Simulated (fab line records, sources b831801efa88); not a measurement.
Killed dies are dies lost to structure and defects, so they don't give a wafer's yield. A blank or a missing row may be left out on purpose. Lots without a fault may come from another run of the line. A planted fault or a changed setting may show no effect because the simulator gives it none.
Chamber matching | flow gf180mcu | GF_V1_CMP_26 on cmp-02: 4 sister chambers
The step polishes, stops on SiO2, t overpolish 15 s, target thk 0 nm. 4 wafers are shown with their chamber, then 11 later ones without.

WAFERS WITH THEIR CHAMBER
wafer  | chamber | motor_current_A (A)
L941.6 | 2       | 10.2
L952.4 | 3       | 10.4
L952.5 | 0       | 10.9
L953.1 | 1       | 12.0

WAFERS WITHOUT THEIR CHAMBER
wafer  | motor_current_A (A)
L953.3 | 10.7
L953.4 | 10.3
L955.2 | 10.0
L955.3 | 10.5
L955.6 | 12.1
L958.1 | 10.8
L958.2 | 11.5
L958.3 | 11.1
L960.2 | 10.2
L960.4 | 10.7
L960.5 | 11.1

WHICH CHAMBER EACH WENT THROUGH
wafer  | from the rows above          | in truth
L953.3 | can't be placed: 0 or 3 or 2 | 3
L953.4 | can't be placed: 3 or 2      | 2
L955.2 | can't be placed: 2 or 3      | 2
L955.3 | can't be placed: 3 or 2 or 0 | 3
L955.6 | 1                            | 1
L958.1 | can't be placed: 0 or 3      | 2
L958.2 | can't be placed: 1 or 0      | 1
L958.3 | 0                            | 0
L960.2 | can't be placed: 2 or 3      | 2
L960.4 | can't be placed: 0 or 3 or 2 | 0
L960.5 | 0                            | 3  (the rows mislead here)
Placed correctly: 2 of 11. Can't be placed from these rows: 8 (the true chamber is among the candidates in 7). Placed wrongly: 1.
How it was worked out, from the rows above alone: a wafer's distance from a chamber is the root of the sum, over the readings, of the square of ((its reading less the chamber's mean) divided by the reading's scatter). The wafer belongs to the nearest chamber; if the next one is less than 2 further off, it can't be placed. A chamber's mean is the mean of its shown wafers. The scatter: with one shown wafer a chamber, the root of the mean of the squares of how far each hidden wafer lies from its nearest shown one.
